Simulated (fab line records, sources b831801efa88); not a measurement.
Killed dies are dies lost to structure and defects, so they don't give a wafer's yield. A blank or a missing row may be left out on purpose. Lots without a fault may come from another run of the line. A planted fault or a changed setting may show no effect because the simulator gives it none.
Which tool did it? | flow sky130 | 13 lots, 39 wafers sampled, at 3 steps of a route of 708

WHAT THE GAUGES READ, wafer by wafer
SKY_VIA1_THK_MEAS_01. Usual: VIA1_HDPCVD_THK 1022 nm, standard deviation 12.
lot  | measured     | on            | VIA1_HDPCVD_THK (nm) | flag
L552 | day 32 10:46 | film_metro-01 | 1027 1016 1028       |
L555 | day 33 10:01 | film_metro-01 | 1016 1029 1005       |
L556 | day 33 21:56 | film_metro-02 | 1018 1025 1010       |
L557 | day 34 17:45 | film_metro-01 | 1030 1028 1033       |
L558 | day 35 00:07 | film_metro-02 | 1020 1022 1019       |
L560 | day 35 18:28 | film_metro-03 | 1001 1016 1006       |
L561 | day 35 23:17 | film_metro-03 | 1012 1021 1020       |
L564 | day 37 10:22 | film_metro-01 | 1036 1028 1035       |
L565 | day 37 10:11 | film_metro-02 | 1032 1025 1037       |
L571 | day 38 19:08 | film_metro-02 | 1044 1042 1028       |
L573 | day 39 08:33 | film_metro-01 | 1005 1019 1007       |
L574 | day 39 12:01 | film_metro-03 | 1020 1020 1026       |

WHICH TOOL RAN EACH LOT (tool, then ch and the chambers of the sampled wafers, then the start)
lot  | SKY_GATE_OXIDE_STRIP_13              | SKY_CONTACT_ETCH_17
L552 | plasma_asher-01 ch 0, day 13 12:43   | rie_diel-03 ch 0,1,2, day 31 05:04
L555 | plasma_asher-02 ch 0,1, day 14 11:01 | rie_diel-02 ch 0,1, day 32 04:59
L556 | plasma_asher-01 ch 0,1, day 15 02:29 | rie_diel-04 ch 0,2,3, day 32 16:47
L557 | plasma_asher-01 ch 0,1, day 15 21:40 | rie_diel-02 ch 0,1,2, day 33 12:37
L558 | plasma_asher-02 ch 0,1, day 16 08:28 | rie_diel-02 ch 0,1,2, day 33 19:14
L560 | plasma_asher-03 ch 0,1, day 17 02:58 | rie_diel-04 ch 1,2,3, day 34 14:10
L561 | plasma_asher-03 ch 0,1, day 17 07:40 | rie_diel-04 ch 1,3, day 34 17:58
L564 | plasma_asher-01 ch 0,1, day 18 20:12 | rie_diel-04 ch 1,2, day 36 06:17
L565 | plasma_asher-01 ch 0,1, day 18 23:31 | rie_diel-02 ch 0,1,3, day 36 06:04
L566 | plasma_asher-01 ch 0,1, day 19 08:05 | -
L571 | plasma_asher-03 ch 0,1, day 20 14:58 | rie_diel-02 ch 2,3, day 37 14:25
L573 | plasma_asher-02 ch 0,1, day 21 08:16 | rie_diel-02 ch 1,2,3, day 38 04:18
L574 | plasma_asher-02 ch 0,1, day 21 11:42 | rie_diel-02 ch 0,2,3, day 38 07:42
- SKY_GATE_OXIDE_STRIP_13: strips in O2/N2.
- SKY_CONTACT_ETCH_17: etches SiO2 in C4F8/O2/Ar, stops on Si3N4, target depth 340 nm.

WHAT THE TOOLS THEMSELVES READ (means of the sampled wafers that have a number; where no wafer has one, the mark that the record gives instead)
SKY_GATE_OXIDE_STRIP_13. Usual: drypump_motor_current_A 5.96 A, standard deviation 0.28; oes_product_au 0.715 a.u., standard deviation 0.0043; strip_time_to_endpoint_s 14.19 s, standard deviation 0.043.
lot  | tool            | drypump_motor_current_A (A) | oes_product_au (a.u.) | strip_time_to_endpoint_s (s) | flag
L552 | plasma_asher-01 | 6.15                        | 0.719                 | 14.21                        |
L555 | plasma_asher-02 | 5.68                        | 0.713                 | 14.19                        |
L556 | plasma_asher-01 | 6.12                        | 0.714                 | 14.13                        |
L557 | plasma_asher-01 | 6.13                        | 0.718                 | 14.15                        |
L558 | plasma_asher-02 | 5.69                        | 0.715                 | 14.23                        |
L560 | plasma_asher-03 | 6.01                        | 0.721                 | 14.18                        |
L561 | plasma_asher-03 | 6.02                        | 0.713                 | 14.22                        |
L564 | plasma_asher-01 | 6.11                        | 0.720                 | 14.20                        |
L565 | plasma_asher-01 | 6.12                        | 0.715                 | 14.19                        |
L566 | plasma_asher-01 | 6.13                        | 0.938                 | -                            | OFF
L571 | plasma_asher-03 | 6.24                        | 0.711                 | 14.13                        |
L573 | plasma_asher-02 | 5.78                        | 0.718                 | 14.21                        |
L574 | plasma_asher-02 | 5.67                        | 0.714                 | 14.11                        |

SKY_CONTACT_ETCH_17. Usual: oes_product_au 0.893 a.u., standard deviation 0.0048.
lot  | tool        | oes_product_au (a.u.) | flag
L552 | rie_diel-03 | 0.893                 |
L555 | rie_diel-02 | 0.887                 |
L556 | rie_diel-04 | 0.891                 |
L557 | rie_diel-02 | 0.894                 |
L558 | rie_diel-02 | 0.895                 |
L560 | rie_diel-04 | 0.891                 |
L561 | rie_diel-04 | 0.891                 |
L564 | rie_diel-04 | 0.892                 |
L565 | rie_diel-02 | 0.895                 |
L571 | rie_diel-02 | 0.892                 |
L573 | rie_diel-02 | 0.890                 |
L574 | rie_diel-02 | 0.887                 |

THE ANSWER, worked out from the rows above alone
Rule: a lot is off if the mean of its wafers that have a number lies more than 3 standard deviations from the usual mean. A lot without any number at a reading at which 4 lots or more have one is off too. The other lots that the step has rows for count as sound. The gauges are gone through in route order, then the tools' own readings, and for those a lot's mean is taken as printed above. The first step at which some lot is off is used, and at that step the reading that is off furthest; a lot without a number counts as furthest.
Off: L566, at SKY_GATE_OXIDE_STRIP_13 (strip_time_to_endpoint_s). Without a number there: L566.
A tool fits if, at that step or a process step before it, it ran every lot that is off, and no sound lot after the first of them. One fits: plasma_asher-01 at SKY_GATE_OXIDE_STRIP_13. Its last sound lot is L565 (day 18 23:31), its first lot that is off L566 (day 19 08:05): a fault that began between those two fits.
The tool's own readings at SKY_GATE_OXIDE_STRIP_13 bear it out: on the lots that are off they differ by more than 5 times the standard deviation of the sound lots' means. oes_product_au reads 0.938 a.u. there against 0.716 a.u. on the sound lots.
Blank at SKY_GATE_OXIDE_STRIP_13 on the lots that are off, where sound lots have numbers: strip_time_to_endpoint_s.

WHAT THE SIMULATOR HAD PUT IN
Strip aborted: plasma_asher-01, from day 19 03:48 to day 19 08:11, at SKY_GATE_OXIDE_STRIP_13. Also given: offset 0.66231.
Lots struck among those shown: L566. The rule above found the same.
